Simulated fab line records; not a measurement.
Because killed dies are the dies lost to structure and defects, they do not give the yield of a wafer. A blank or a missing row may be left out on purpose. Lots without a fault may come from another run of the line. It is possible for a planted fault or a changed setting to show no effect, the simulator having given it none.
The same fault as seen by 2 desks    flow gf180mcu    each desk holds nothing but its own numbers, with what lay behind them at the end

## AT THE METROLOGY DESK
What the gauges read, lot by lot, whatever tool the lot ran on: means of the sampled wafers that have a number. A lot is out of limits, marked OUT, if its mean lies more than 4 standard deviations from the usual mean; the brackets give that distance.
Columns: A = V1_W_RS at GF_V1_RS_MEAS_24, usual 0.329 ohm/sq; B = cdNm at GF_V2_CD_MEAS_14, usual 260.0 nm
lot   first seen here  A      B
L671  day 18 05:38     0.334  261.2
L672  day 18 12:08     0.331  258.6
L673  day 18 20:37     0.328  260.0
L676  day 20 08:04     0.328  261.3
L678  day 21 02:51     0.331  260.6
L680  day 21 22:05     0.332  260.7
L682  day 22 06:40     0.335  261.3
L683  day 22 19:56     0.327  259.7
L688  day 24 08:55     0.331  261.1
L692  day 25 16:28     0.323  259.2
L693  day 25 20:31     0.330  259.5
L694  day 26 07:23     0.325  258.8
Result from this desk: across the 12 lots, nothing is out of limits.

## TOOL OWNER'S DESK, cmp-01
The tool's own readings at GF_V2_CMP_04 (polishes SiO2): means of the sampled wafers that have a number, for each lot that ran on this tool. A lot is out of limits, marked OUT, if its mean lies more than 4 standard deviations from the usual mean; the brackets give that distance.
Columns: A = motorCurrentA at GF_V2_CMP_04, usual 11.9 A; B = platenRpm at GF_V2_CMP_04, usual 60.00 rpm; C = slurryFlowMlMin at GF_V2_CMP_04, usual 150.0; D = timeToEndpointS at GF_V2_CMP_04, usual 80 s
lot   first seen here  A     B      C      D
L673  day 19 22:41     11.9  59.98  150.2  88
L678  day 22 04:29     10.6  60.02  150.0  85
L680  day 22 23:13     11.5  60.00  150.5  89
L682  day 23 07:28     12.1  59.97  149.6  100
L683  day 24 03:47     11.1  59.99  150.5  104
L692  day 26 14:36     11.3  60.01  150.0  79
L693  day 26 18:43     10.6  60.06  150.5  76
L694  day 27 06:29     11.1  59.96  150.1  74
Result from this desk: across the 8 lots, nothing is out of limits.

## ALL TOGETHER
At the metrology desk, nothing out of limits was observed.
The tool owner's desk saw nothing out of limits.

## WHAT THE SIMULATOR PUT IN
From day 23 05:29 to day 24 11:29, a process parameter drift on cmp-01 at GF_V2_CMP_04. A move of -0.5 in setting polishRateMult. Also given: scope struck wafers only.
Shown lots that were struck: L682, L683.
